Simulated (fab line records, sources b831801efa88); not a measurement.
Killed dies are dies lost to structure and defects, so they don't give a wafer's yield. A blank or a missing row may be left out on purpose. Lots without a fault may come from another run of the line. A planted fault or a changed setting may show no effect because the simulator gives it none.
A struck lot beside a sound one | flow sky130 | 37 steps out of a route of 708
Sound: wafers L406.3, L406.4, L406.6. Struck: wafer L416.1. (L416.3, L416.4 of the same lot were not struck and are left out.) The cause comes at the end.
At each step with rows: each side's tool, then ch and its chambers, then its first start. Under that, the readings that differ: sound wafers | struck wafers | difference of the means | sigmas: that difference in standard deviations of wafers without a fault.
alike: readings whose means differ by less than 2 such deviations, and words and numbers that are the same on both sides. not compared: withheld readings, readings that some wafer has no value for, bounds like >300 that may hide the same value, and numbers for which the record gives no deviation and whose values overlap.
The two part at a step that has a row with sigmas, a row that says differs or no value, or rows on one side only. Numbers that don't overlap but have no deviation are shown without sigmas and don't part them. A reading that every wafer of one side lacks parts them only if that side has two wafers or more.

first, 10 steps without rows for these wafers: SKY_VIA3_ETCH_15 (etches SiO2 in C4F8/O2/Ar, stops on TiN, target depth 507 nm, time 78 s); SKY_VIA3_STRIP_16 (strips in O2/N2); SKY_VIA3_STRIP_17 (strips in post etch residue remover, time 1200 s); SKY_VIA3_CLEAN_18 (cleans in IPA, time 180 s); SKY_VIA3_CLEAN_19 (cleans in O3/DIW); SKY_VIA3_SPUTTER_20 (material TiN, target thk 20 nm, time 80 s); SKY_VIA3_CVD_21 (deposits W, target thk 390 nm, time 117.31 s); SKY_VIA3_CMP_24 (polishes, stops on SiO2, t overpolish 20 s, target thk 0 nm); SKY_METAL4_SPUTTER_00 (material Ti, target thk 15 nm, time 10 s); SKY_METAL4_SPUTTER_01 (material TiN, target thk 20 nm, time 16.7 s).
SKY_METAL4_SPUTTER_02: material AlCu, target thk 735 nm, time 39.1 s.
  sound on pvd_sputter-01, day 40 13:42; struck on pvd_sputter-01, day 43 06:38
  reading                                     | sound             | struck | difference | sigmas
  model.AlCu_of_METAL4_SPUTTER_02.thk_nm (nm) | 723.9 722.4 725.2 | 991.9  | +268.1     |
  alike: chamber_pressure_pa, throttle_valve_pct
then, 24 steps without rows for these wafers: SKY_METAL4_SPUTTER_03 (material Ti, target thk 5 nm, time 3.3 s); SKY_METAL4_SPUTTER_04 (material TiN, target thk 70 nm, time 58.3 s); SKY_CAP2M_CVD_00 (deposits SiO2, target thk 15.5 nm); SKY_CAP2M_SPUTTER_02 (material TiN, target thk 200 nm, time 166.7 s); SKY_CAP2M_DEHYDRATE_05 (time 60 s); SKY_CAP2M_HMDS_06 (prime time 60 s); SKY_CAP2M_COAT_07 (resist thk 1140 nm); SKY_CAP2M_SOFTBAKE_08 (time 60 s); SKY_CAP2M_EXPOSE_09 (exposes mask CAP2M, target cd 1000 nm); SKY_CAP2M_PEB_10; SKY_CAP2M_DEVELOP_11 (develop time 60 s); SKY_CAP2M_METAL_ETCH_13 (etches TiN in Cl2/BCl3, stops on SiO2, target depth 220 nm, time 62.9 s); SKY_CAP2M_STRIP_14 (strips in O2/N2); SKY_CAP2M_STRIP_15 (strips in post etch residue remover, time 1200 s); SKY_CAP2M_CLEAN_16 (cleans in IPA, time 180 s); SKY_CAP2M_CLEAN_17 (cleans in O3/DIW); SKY_METAL4_DEHYDRATE_05 (time 60 s); SKY_METAL4_HMDS_06 (prime time 60 s); SKY_METAL4_COAT_07 (resist thk 60 nm); SKY_METAL4_COAT_08 (resist thk 1140 nm); SKY_METAL4_SOFTBAKE_09 (time 90 s); SKY_METAL4_EXPOSE_10 (exposes mask MM4, target cd 300 nm); SKY_METAL4_PEB_11; SKY_METAL4_DEVELOP_12 (develop time 60 s).
SKY_METAL4_METAL_ETCH_18: etches the open film in Cl2/BCl3, stops on SiO2, target depth 845 nm, time 183.1 s.
  sound on rie_metal-01 ch 0,1, day 42 14:41; struck on rie_metal-02 ch 1, day 45 05:45
  reading                | sound             | struck | difference                   | sigmas
  oes_product_au (a.u.)  | 0.855 0.863 0.851 | 0.996  | +0.140                       | +21
  rf_hours_counter_h (h) | - - -             | 7      | no value on the sound wafers |
  alike: drypump_motor_current_A, rf_fwd_power_W, throttle_valve_pct
-- the record jumps here: 4 days lie between the struck wafers' starts before and after (it left off in module METAL4 and takes up again in module PAD_OPEN, whose first step shown is number 708 of the route) --
SKY_PAD_OPEN_PROBE_99:
  sound on prober-02, day 46 12:53; struck on prober-02, day 48 21:35
  reading                  | sound          | struck | difference | sigmas
  defect_limited_yield (%) | 81.5 80.3 82.5 | 20.1   | -61.3      | -34
  killed_at_M0_to_M3       | 50 60 41       | 37     | -13        | -2
  killed_at_M4_up          | 2 2 5          | 311    | +308       | +99 or more
  killed_dies              | 91 97 86       | 393    | +302       | +34
  killed_on_rim            | 16 12 15       | 82     | +68        | +16
  sort_bin_5_function (%)  | 11.0 10.8 10.4 | 74.0   | +63.3      | +45
  sort_bin_6_memory (%)    | 6.7 8.7 6.7    | 4.9    | -2.5       | -2
  sort_n_pass              | 401 395 406    | 99     | -302       | -34
  sort_yield_pct (%)       | 81.5 80.3 82.5 | 20.1   | -61.3      | -34
  alike: killed_at_contacts, killed_at_front_end, killed_at_other, killed_open, killed_short, sort_bin_3_pad_short

WHERE THEY PART
First at SKY_METAL4_METAL_ETCH_18; last, within this record, at SKY_PAD_OPEN_PROBE_99.

WHY: what the simulator had put in
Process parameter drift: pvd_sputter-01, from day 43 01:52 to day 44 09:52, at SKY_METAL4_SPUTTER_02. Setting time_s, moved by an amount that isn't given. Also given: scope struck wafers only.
